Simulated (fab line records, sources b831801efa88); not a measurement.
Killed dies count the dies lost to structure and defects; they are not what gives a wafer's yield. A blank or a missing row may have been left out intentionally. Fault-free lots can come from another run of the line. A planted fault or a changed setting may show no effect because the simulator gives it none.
Matching of chambers || flow sky130 || SKY_FIELD_ISO_ETCH_17 on rie_si-01 has 4 sister chambers
The step etches Si in HBr/Cl2/O2, target depth 342 nm, time 97.7 s. 8 wafers are shown with their chamber, then 7 later ones without.

== WAFERS WITH THEIR CHAMBER ==
{"wafer": "L332.3", "chamber": 0, "drypump_motor_current_A (A)": 5.2, "oes_product_au (a.u.)": 0.998}
{"wafer": "L339.3", "chamber": 1, "drypump_motor_current_A (A)": 5.7, "oes_product_au (a.u.)": 1.013}
{"wafer": "L343.6", "chamber": 1, "drypump_motor_current_A (A)": 5.8, "oes_product_au (a.u.)": 1.010}
{"wafer": "L344.2", "chamber": 3, "drypump_motor_current_A (A)": 6.2, "oes_product_au (a.u.)": 0.967}
{"wafer": "L344.3", "chamber": 2, "drypump_motor_current_A (A)": 6.4, "oes_product_au (a.u.)": 0.990}
{"wafer": "L344.4", "chamber": 0, "drypump_motor_current_A (A)": 5.2, "oes_product_au (a.u.)": 0.993}
{"wafer": "L345.1", "chamber": 3, "drypump_motor_current_A (A)": 6.2, "oes_product_au (a.u.)": 0.963}
{"wafer": "L345.3", "chamber": 2, "drypump_motor_current_A (A)": 6.4, "oes_product_au (a.u.)": 0.991}

== WAFERS WITHOUT THEIR CHAMBER ==
{"wafer": "L345.4", "drypump_motor_current_A (A)": 5.7, "oes_product_au (a.u.)": 1.018}
{"wafer": "L348.1", "drypump_motor_current_A (A)": 5.7, "oes_product_au (a.u.)": 1.014}
{"wafer": "L348.2", "drypump_motor_current_A (A)": 5.2, "oes_product_au (a.u.)": 0.994}
{"wafer": "L348.5", "drypump_motor_current_A (A)": 6.4, "oes_product_au (a.u.)": 0.999}
{"wafer": "L351.3", "drypump_motor_current_A (A)": 6.2, "oes_product_au (a.u.)": 0.954}
{"wafer": "L351.4", "drypump_motor_current_A (A)": 6.4, "oes_product_au (a.u.)": 0.987}
{"wafer": "L351.5", "drypump_motor_current_A (A)": 6.4, "oes_product_au (a.u.)": 0.996}

== WHICH CHAMBER EACH WENT THROUGH ==
{"wafer": "L345.4", "from the rows above": 1, "in truth": 1}
{"wafer": "L348.1", "from the rows above": 1, "in truth": 1}
{"wafer": "L348.2", "from the rows above": 0, "in truth": 0}
{"wafer": "L348.5", "from the rows above": 2, "in truth": 2}
{"wafer": "L351.3", "from the rows above": 3, "in truth": 3}
{"wafer": "L351.4", "from the rows above": 2, "in truth": 2}
{"wafer": "L351.5", "from the rows above": 2, "in truth": 2}
7 of 7 placed correctly. Not placeable from these rows: 0. 0 placed wrongly.
How it was worked out, from the rows above alone: a wafer's distance from a chamber is the root of the sum, over the readings, of the square of ((its reading less the chamber's mean) divided by the reading's scatter). The wafer belongs to the nearest chamber; if the next one is less than 2 further off, it can't be placed. Each chamber's mean is taken over the wafers shown for it. How the scatter is found: for the shown wafers, subtract from each reading the mean of its chamber, square and add these, divide the total by (wafers less chambers), then take the root.
